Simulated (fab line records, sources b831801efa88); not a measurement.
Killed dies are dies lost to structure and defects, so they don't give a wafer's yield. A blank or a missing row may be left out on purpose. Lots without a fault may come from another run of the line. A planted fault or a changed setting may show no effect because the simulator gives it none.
Chamber matching | flow sky130 | SKY_PASSIVATION_CVD_00 on pecvd-02: 3 sister chambers
The step deposits SiO2, target thk 90 nm. 14 wafers are shown with their chamber, then 7 later ones without.

WAFERS WITH THEIR CHAMBER
wafer  | chamber | heater_power_w (W)
L585.1 | 1       | 758
L585.2 | 2       | 711
L585.6 | 2       | 715
L586.1 | 2       | 667
L586.3 | 2       | 684
L586.5 | 0       | 754
L588.1 | 2       | 683
L588.3 | 2       | 695
L588.5 | 2       | 682
L593.2 | 1       | 697
L593.3 | 1       | 692
L593.4 | 0       | 703
L601.2 | 0       | 736
L601.3 | 1       | 659

SIGNATURES (means of the wafers above)
reading        | chamber 0 | chamber 1 | chamber 2 | scatter within a chamber
heater_power_w | 731.00    | 701.50    | 691.00    | 27.3
Rule: a wafer's distance from a chamber is the root of the sum, over the readings, of the square of ((its reading less the chamber's mean) divided by the reading's scatter). The wafer belongs to the nearest chamber; if the next one is less than 2 further off, it can't be placed. The scatter: the root of (the sum of the squares of (reading less its chamber's mean) over the shown wafers, divided by (wafers less chambers)).

WAFERS WITHOUT THEIR CHAMBER
wafer  | heater_power_w (W)
L601.6 | 665
L604.1 | 701
L604.3 | 764
L604.6 | 745
L607.3 | 626
L607.4 | 755
L607.5 | 681

WHICH CHAMBER EACH WENT THROUGH
wafer  | from the rows above          | in truth
L601.6 | can't be placed: 2 or 1 or 0 | 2
L604.1 | can't be placed: 1 or 2 or 0 | 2
L604.3 | can't be placed: 0 or 1 or 2 | 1
L604.6 | can't be placed: 0 or 1 or 2 | 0
L607.3 | can't be placed: 2 or 1 or 0 | 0
L607.4 | can't be placed: 0 or 1 or 2 | 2
L607.5 | can't be placed: 2 or 1 or 0 | 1
Placed correctly: 0 of 7. Can't be placed from these rows: 7 (the true chamber is among the candidates in 7). Placed wrongly: 0.
